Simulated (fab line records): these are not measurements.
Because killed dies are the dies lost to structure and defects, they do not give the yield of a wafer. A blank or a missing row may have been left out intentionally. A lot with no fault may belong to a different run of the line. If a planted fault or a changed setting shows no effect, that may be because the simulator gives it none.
What tool caused it? | flow sky130 | Sampling: 7 lots, 21 wafers, 3 of 708 route steps

WHAT THE GAUGES READ, wafer by wafer
SKY_CONTACT_RS_MEAS_25: measurement is done with a four-point probe.
lot  | measured     | on            | CONTACT_W_RS (ohm/sq)
L417 | day 32 01:50 | film metro-01 | 0.336 0.338 0.339
L420 | day 33 08:19 | film metro-02 | 0.339 0.341 0.335
L426 | day 34 21:52 | film metro-02 | 0.340 0.335 0.338
L429 | day 37 05:12 | film metro-01 | 0.332 0.331 0.337
L434 | day 37 09:11 | film metro-02 | 0.328 0.336 0.338
L436 | day 37 19:50 | film metro-02 | 0.334 0.335 0.328
L438 | day 38 16:37 | film metro-01 | 0.343 0.340 0.347

EACH LOT AND THE TOOL THAT RAN IT (in order: tool; ch and the chambers of the sampled wafers; start)
lot  | SKY_LOCAL_INTERCONNECT_METAL_ETCH_14 | SKY_CONTACT_ETCH_16
L417 | rie metal-03 ch 0,1, day 30 19:35    | rie diel-03 ch 0,1, day 32 00:57
L420 | rie metal-04 ch 0,1, day 32 02:05    | rie diel-03 ch 1,2, day 33 07:24
L426 | rie metal-04 ch 0,1, day 33 17:32    | rie diel-03 ch 0,1,2, day 34 20:53
L429 | rie metal-01 ch 1, day 36 00:23      | rie diel-02 ch 2,3, day 37 04:18
L434 | rie metal-03 ch 0,1, day 36 05:21    | rie diel-02 ch 1,2, day 37 08:15
L436 | rie metal-04 ch 0,1, day 36 15:54    | rie diel-04 ch 0,3, day 37 18:51
L438 | rie metal-03 ch 0, day 37 12:17      | rie diel-03 ch 0,3, day 38 15:40
- SKY_LOCAL_INTERCONNECT_METAL_ETCH_14: etches TiN in Cl2/BCl3, stops on PSG, target depth 110 nm, time 31.4 s.
- SKY_CONTACT_ETCH_16: etches BARC in N2/H2, stops on SiO2, time 45.9 s, target depth 60 nm.

THE ANSWER, worked out from the rows above alone
Rule: the usual values come from the lots themselves. The widest of any qualifying gaps counts: lots, ordered by their means at a reading, are off when they make up no more than a third of the lots, leave a main group of 4 or more, and stand apart from it by 3 or more times the standard deviation of that group's means. If all means in a main group match to the digits the tables above print for the reading, that group is not used. A lot without any number at a reading at which 4 lots or more have one is off too. The other lots that the step has rows for count as sound.
No lot is off at any reading shown: from this, nothing can be told.

WHAT THE SIMULATOR HAD PUT IN
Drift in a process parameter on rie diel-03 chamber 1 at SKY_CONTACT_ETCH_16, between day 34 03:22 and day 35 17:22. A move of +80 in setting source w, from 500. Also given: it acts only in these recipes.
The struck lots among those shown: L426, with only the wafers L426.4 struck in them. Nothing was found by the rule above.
